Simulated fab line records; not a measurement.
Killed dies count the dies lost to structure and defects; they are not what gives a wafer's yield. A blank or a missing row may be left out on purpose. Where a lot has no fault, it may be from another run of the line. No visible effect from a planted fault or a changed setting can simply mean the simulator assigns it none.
Chamber matching    flow sky130    rie_diel-02 running SKY_VIA3_ETCH_14: 4 sister chambers
The step etches BARC in N2/H2, stops on SiO2, time 45.9 s, target depth 60 nm. 14 wafers are shown with their chamber, then 7 later ones without.

== EACH WAFER AND ITS CHAMBER ==
wafer   chamber  drypump_motor_current_A (A)  throttle_valve_pct (%)  oes_product_au (a.u.)
L977.1  0        5.7                          13.221                  0.865
L977.4  3        5.8                          13.215                  0.848
L977.6  1        5.9                          13.226                  0.854
L982.1  2        5.6                          13.232                  0.849
L982.3  1        5.9                          13.228                  0.859
L982.4  3        5.7                          13.218                  0.860
L983.2  3        5.8                          13.204                  0.848
L983.3  2        5.6                          13.224                  0.856
L983.4  0        5.6                          13.225                  0.853
L984.4  2        5.6                          13.226                  0.848
L984.5  1        5.9                          13.224                  0.850
L984.6  2        5.6                          13.227                  0.853
L995.3  0        5.6                          13.224                  0.850
L995.4  1        5.9                          13.244                  0.851

SIGNATURES (averages over the wafers above)
reading                  chamber 0  chamber 1  chamber 2  chamber 3  scatter within a chamber
drypump_motor_current_A  5.633      5.900      5.600      5.767      0.0365
throttle_valve_pct       13.22333   13.23050   13.22725   13.21233   0.00635
oes_product_au           0.85600    0.85350    0.85150    0.85200    0.00559
Rule: a wafer lies at a distance from a chamber equal to the root of the sum of squares, over the readings, of (its reading less the chamber's mean, divided by the reading's scatter). If the next closest chamber is less than 2 further off than the closest, the wafer can't be placed; otherwise it belongs to the closest. How the scatter is found: for the shown wafers, subtract from each reading the mean of its chamber, square and add these, divide the total by (wafers less chambers), then take the root.

== WAFERS MISSING THEIR CHAMBER ==
wafer   drypump_motor_current_A (A)  throttle_valve_pct (%)  oes_product_au (a.u.)
L995.6  5.8                          13.223                  0.849
L996.1  5.6                          13.233                  0.852
L996.2  5.8                          13.230                  0.859
L996.4  5.6                          13.219                  0.851
L997.1  5.6                          13.237                  0.848
L997.2  5.9                          13.214                  0.859
L997.4  5.8                          13.238                  0.859

== THE CHAMBER EACH PASSED THROUGH ==
wafer   from the rows above           in truth
L995.6  can't be placed: 3 or 1       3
L996.1  can't be placed: 2 or 0       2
L996.2  can't be placed: 1 or 3 or 0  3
L996.4  can't be placed: 2 or 0       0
L997.1  can't be placed: 2 or 0       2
L997.2  can't be placed: 1 or 3       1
L997.4  can't be placed: 1 or 3       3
0 of 7 placed correctly. Unplaceable from these rows: 7, with the true chamber sitting among the candidates in 7. Wrongly placed: 0.
